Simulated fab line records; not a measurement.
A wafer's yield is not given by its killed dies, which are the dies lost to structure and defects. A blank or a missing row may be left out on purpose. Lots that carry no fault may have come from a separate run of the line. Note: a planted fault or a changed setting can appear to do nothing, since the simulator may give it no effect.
Which of the tools did it?    flow gf180mcu    39 wafers from 13 lots sampled at 5 of the route's 602 steps

== WHAT EACH GAUGE READ, for each wafer ==
GF_HV_LDD_CD_MEAS_31 targets a cd of 400 nm. Usual: 400.4 nm for cd_nm, sd 2.3.
lot   measured      on         cd_nm (nm)         flag
L100  day 11 21:28  cd_sem-02  403.0 403.1 402.5  
L101  day 12 06:26  cd_sem-02  404.8 404.5 403.0  
L102  day 12 17:29  cd_sem-02  397.5 397.8 398.6  
L103  day 13 02:23  cd_sem-01  400.6 397.9 399.9  
L105  day 13 19:40  cd_sem-02  401.6 402.1 401.2  
L106  day 13 22:30  cd_sem-01  401.8 404.5 403.2  
L112  day 15 21:07  cd_sem-01  401.4 400.6 401.7  
L114  day 16 14:37  cd_sem-01  400.0 398.6 400.0  
L117  day 17 15:53  cd_sem-02  400.6 401.0 399.8  
L118  day 17 23:23  cd_sem-01  397.1 397.4 399.1  
L119  day 18 05:44  cd_sem-02  399.8 398.5 400.7  
L121  day 18 22:30  cd_sem-01  402.2 402.7 403.5  
L122  day 19 07:56  cd_sem-02  399.2 400.4 398.6  

GF_HV_LDD_TW_MEAS_50. Usual: HV_LDD_4_TW typically reads 577, with standard deviation 3.
lot   measured      on             HV_LDD_4_TW  flag
L100  day 12 18:38  film_metro-04  575 573 577  
L101  day 13 03:05  film_metro-03  575 576 574  
L102  day 13 14:41  film_metro-03  575 573 576  
L103  day 13 23:59  film_metro-02  581 581 578  
L105  day 14 17:38  film_metro-02  579 578 575  
L106  day 14 21:01  film_metro-04  578 574 576  
L112  day 16 20:34  film_metro-02  943 942 948  OFF
L114  day 17 15:18  film_metro-04  932 933 937  OFF
L117  day 18 16:35  film_metro-03  577 577 578  
L118  day 19 00:45  film_metro-03  579 579 580  
L119  day 19 07:06  film_metro-03  583 576 577  
L121  day 20 00:36  film_metro-04  573 571 572  
L122  day 20 09:04  film_metro-03  579 580 584  

GF_NSD_OVL_MEAS_08. Usual: NSD_OVL typically reads 0.1 nm, with standard deviation 1.5.
lot   measured      on          NSD_OVL (nm)    flag
L100  day 13 17:50  overlay-02  4.3 3.4 4.4     
L101  day 14 02:22  overlay-01  0.5 -0.5 -0.8   
L102  day 14 14:51  overlay-02  -3.9 -1.3 -3.6  
L103  day 15 01:00  overlay-01  0.7 0.9 0.0     
L105  day 15 18:50  overlay-02  -2.5 -0.6 -0.9  
L106  day 15 21:31  overlay-02  -2.0 -2.0 -0.2  
L112  day 17 22:52  overlay-02  -1.2 -1.3 0.5   
L114  day 18 17:50  overlay-02  0.6 0.0 0.8     
L117  day 19 20:12  overlay-02  0.4 1.1 0.4     
L118  day 20 04:38  overlay-01  0.9 0.7 0.8     
L119  day 20 10:36  overlay-02  -2.0 -2.0 -1.8  
L121  day 21 03:43  overlay-01  1.4 1.8 1.6     
L122  day 21 13:05  overlay-01  1.0 2.2 0.6     

== EACH LOT AND THE TOOL THAT RAN IT (in order: tool; ch and the chambers of the sampled wafers; start) ==
lot   GF_POLY_GATE_ETCH_13              GF_HV_LDD_IMPLANT_48
L100  rie_si-02 ch 0,1,3, day 9 10:36   implanter-02 ch 0, day 12 18:24
L101  rie_si-02 ch 0,1,2, day 9 18:28   implanter-04 ch 0, day 13 02:51
L102  rie_si-02 ch 1,2, day 10 07:29    implanter-02 ch 0, day 13 14:28
L103  rie_si-02 ch 1,3, day 10 13:12    implanter-02 ch 0, day 13 23:45
L105  rie_si-01 ch 1,2, day 11 05:29    implanter-04 ch 0, day 14 17:24
L106  rie_si-02 ch 0,1,3, day 11 08:20  implanter-02 ch 0, day 14 20:46
L112  rie_si-01 ch 0,1,3, day 13 03:52  implanter-02 ch 0, day 16 20:20
L114  rie_si-02 ch 0,3, day 13 18:55    implanter-02 ch 0, day 17 15:03
L117  rie_si-02 ch 0,3, day 14 18:06    implanter-04 ch 0, day 18 16:22
L118  rie_si-02 ch 1,2, day 15 00:24    implanter-04 ch 0, day 19 00:30
L119  rie_si-02 ch 0,1,2, day 15 06:22  implanter-03 ch 0, day 19 06:54
L121  rie_si-01 ch 0,1,3, day 15 22:51  implanter-02 ch 0, day 20 00:21
L122  rie_si-01 ch 0,2,3, day 16 07:12  implanter-03 ch 0, day 20 08:49
- GF_POLY_GATE_ETCH_13: etches poly-Si in HBr/Cl2, stops on SiO2, target depth 198.5 nm, time 69.6 s.
- GF_HV_LDD_IMPLANT_48

== AS READ BY THE TOOLS THEMSELVES (means over the sampled wafers that have a number; for cases with no such wafer, the mark the record gives instead) ==
GF_POLY_GATE_ETCH_13. Usual: drypump_motor_current_A 5.7 A, standard deviation 0.37; oes_product_au 0.991 a.u., standard deviation 0.0087; throttle_valve_pct 33.684 %, standard deviation 0.0088.
lot   tool       drypump_motor_current_A (A)  oes_product_au (a.u.)  throttle_valve_pct (%)  flag
L100  rie_si-02  5.7                          0.986                  33.687                  
L101  rie_si-02  5.7                          0.993                  33.687                  
L102  rie_si-02  5.9                          0.990                  33.676                  
L103  rie_si-02  5.9                          0.978                  33.686                  
L105  rie_si-01  5.1                          0.997                  33.680                  
L106  rie_si-02  5.6                          0.994                  33.681                  
L112  rie_si-01  5.8                          0.991                  33.682                  
L114  rie_si-02  5.6                          0.994                  33.681                  
L117  rie_si-02  5.7                          0.988                  33.689                  
L118  rie_si-02  5.9                          0.982                  33.685                  
L119  rie_si-02  5.7                          0.989                  33.685                  
L121  rie_si-01  5.8                          0.990                  33.678                  
L122  rie_si-01  5.6                          0.999                  33.681                  

GF_HV_LDD_IMPLANT_48. Usual: beam_on_s 10.04 s, standard deviation 0.22; dose_ions_cm2 2.9999e+13, standard deviation 3e+10; faraday_current_uA 168, standard deviation 3.6.
lot   tool          beam_on_s (s)  dose_ions_cm2  faraday_current_uA  flag
L100  implanter-02  10.00          2.9991e+13     169                 
L101  implanter-04  10.09          3.0010e+13     167                 
L102  implanter-02  9.92           2.9996e+13     171                 
L103  implanter-02  10.26          2.9992e+13     165                 
L105  implanter-04  10.05          3.0002e+13     168                 
L106  implanter-02  9.94           2.9965e+13     170                 
L112  implanter-02  11.73          1.4216e+14     683                 OFF
L114  implanter-02  11.90          1.4217e+14     672                 OFF
L117  implanter-04  10.21          2.9980e+13     166                 
L118  implanter-04  10.07          3.0007e+13     168                 
L119  implanter-03  10.14          3.0044e+13     167                 
L121  implanter-02  9.96           3.0030e+13     169                 
L122  implanter-03  9.95           2.9977e+13     170                 

== THE ANSWER, worked out from the rows above alone ==
Rule: lot off if the mean of its wafers having a number is beyond 3 standard deviations from the usual mean. A lot without any number at a reading at which 4 lots or more have one is off too. The other lots that the step has rows for count as sound. The gauges are gone through in route order, then the tools' own readings, and for those a lot's mean is taken as printed above. The first step at which some lot is off is used, and at that step the reading that is off furthest; a lot without a number counts as furthest.
Off: at GF_HV_LDD_TW_MEAS_50 (HV_LDD_4_TW), L112, L114.
If a tool, at a process step before that reading, ran all the lots that are off and no sound lot after the first of them, it fits. Not tried: the gauges at GF_HV_LDD_TW_MEAS_50; whatever is off there is also off at GF_HV_LDD_IMPLANT_48, on other tools, and gauge error can't account for it. None of those tried fits.

== WHAT WAS PUT IN BY THE SIMULATOR ==
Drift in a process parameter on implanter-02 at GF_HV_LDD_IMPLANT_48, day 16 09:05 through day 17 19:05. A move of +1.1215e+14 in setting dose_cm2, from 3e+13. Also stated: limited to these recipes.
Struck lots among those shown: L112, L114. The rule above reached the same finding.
